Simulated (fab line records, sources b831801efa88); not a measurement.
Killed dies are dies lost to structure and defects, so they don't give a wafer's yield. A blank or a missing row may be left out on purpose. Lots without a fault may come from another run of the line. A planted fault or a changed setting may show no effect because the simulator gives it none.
Which tool did it? | flow gf180mcu | 11 lots, 33 wafers sampled, at 4 steps of a route of 602

WHAT THE GAUGES READ, wafer by wafer
GF_HV_LDD_TW_MEAS_38.
lot  | measured     | on            | HV_LDD_3_TW
L371 | day 12 01:37 | film_metro-01 | 1457 1453 1453
L373 | day 12 13:05 | film_metro-01 | 1470 1456 1456
L375 | day 13 02:41 | film_metro-01 | 1444 1440 1438
L376 | day 13 23:53 | film_metro-02 | 1440 1440 1433
L377 | day 14 00:43 | film_metro-04 | 30 30 30
L378 | day 14 05:22 | film_metro-04 | 30 30 30
L379 | day 14 11:07 | film_metro-04 | 30 30 30
L386 | day 16 21:28 | film_metro-04 | 1428 1430 1427
L387 | day 17 06:22 | film_metro-01 | 1429 1434 1435
L391 | day 18 08:58 | film_metro-01 | 1442 1444 1448
L392 | day 18 18:29 | film_metro-01 | 1438 1441 1439

WHICH TOOL RAN EACH LOT (tool, then ch and the chambers of the sampled wafers, then the start)
lot  | GF_DUAL_GATE_STRIP_13                | GF_HV_LDD_STRIP_22                   | GF_HV_LDD_STRIP_37
L371 | plasma_asher-02 ch 0,1, day 8 16:29  | plasma_asher-04 ch 0,1, day 11 05:54 | plasma_asher-02 ch 0,1, day 12 01:31
L373 | plasma_asher-03 ch 0,1, day 9 05:35  | plasma_asher-04 ch 0,1, day 11 17:09 | plasma_asher-04 ch 0,1, day 12 13:01
L375 | plasma_asher-03 ch 0,1, day 9 16:02  | plasma_asher-02 ch 0,1, day 12 06:52 | plasma_asher-01 ch 0,1, day 13 02:35
L376 | plasma_asher-04 ch 0,1, day 10 12:41 | plasma_asher-04 ch 0,1, day 13 03:01 | plasma_asher-01 ch 0,1, day 13 23:47
L377 | plasma_asher-02 ch 0,1, day 10 12:23 | plasma_asher-04 ch 0,1, day 13 03:53 | plasma_asher-01 ch 0,1, day 14 00:37
L378 | plasma_asher-02 ch 0,1, day 10 17:43 | plasma_asher-02 ch 0, day 13 08:53   | plasma_asher-04 ch 0,1, day 14 05:16
L379 | plasma_asher-03 ch 0,1, day 10 21:40 | plasma_asher-04 ch 1, day 13 14:02   | plasma_asher-02 ch 0,1, day 14 11:01
L386 | plasma_asher-02 ch 0,1, day 13 00:41 | plasma_asher-02 ch 0,1, day 15 22:13 | plasma_asher-04 ch 0,1, day 16 21:22
L387 | plasma_asher-02 ch 0,1, day 13 06:48 | plasma_asher-04 ch 0,1, day 16 06:43 | plasma_asher-02 ch 0,1, day 17 06:16
L391 | plasma_asher-04 ch 0,1, day 14 08:06 | plasma_asher-01 ch 0,1, day 17 09:04 | plasma_asher-02 ch 0,1, day 18 08:52
L392 | plasma_asher-04 ch 0,1, day 14 16:53 | plasma_asher-02 ch 0,1, day 17 18:04 | plasma_asher-02 ch 0,1, day 18 18:23
- GF_DUAL_GATE_STRIP_13: strips in O2/N2.
- GF_HV_LDD_STRIP_22: strips in O2/N2.
- GF_HV_LDD_STRIP_37: strips in O2/N2.

THE ANSWER, worked out from the rows above alone
Rule: what is usual is taken from the lots themselves. Put in order of their means at a reading, lots are off if they are a third of the lots or fewer, leave a main group of 4 or more, and stand apart from it by a gap of 3 or more times the standard deviation of the main group's means; of several such gaps the widest counts. A main group whose means are all the same, to the digits that the tables above print for the reading, isn't used. A lot without any number at a reading at which 4 lots or more have one is off too. The other lots that the step has rows for count as sound.
Off: L377, L378, L379, at GF_HV_LDD_TW_MEAS_38 (HV_LDD_3_TW). The main group: mean 1442, standard deviation 10.
A tool fits if, at a process step before that reading, it ran every lot that is off, and no sound lot after the first of them. The gauges at GF_HV_LDD_TW_MEAS_38 are tried like those tools. None of those tried fits.

WHAT THE SIMULATOR HAD PUT IN
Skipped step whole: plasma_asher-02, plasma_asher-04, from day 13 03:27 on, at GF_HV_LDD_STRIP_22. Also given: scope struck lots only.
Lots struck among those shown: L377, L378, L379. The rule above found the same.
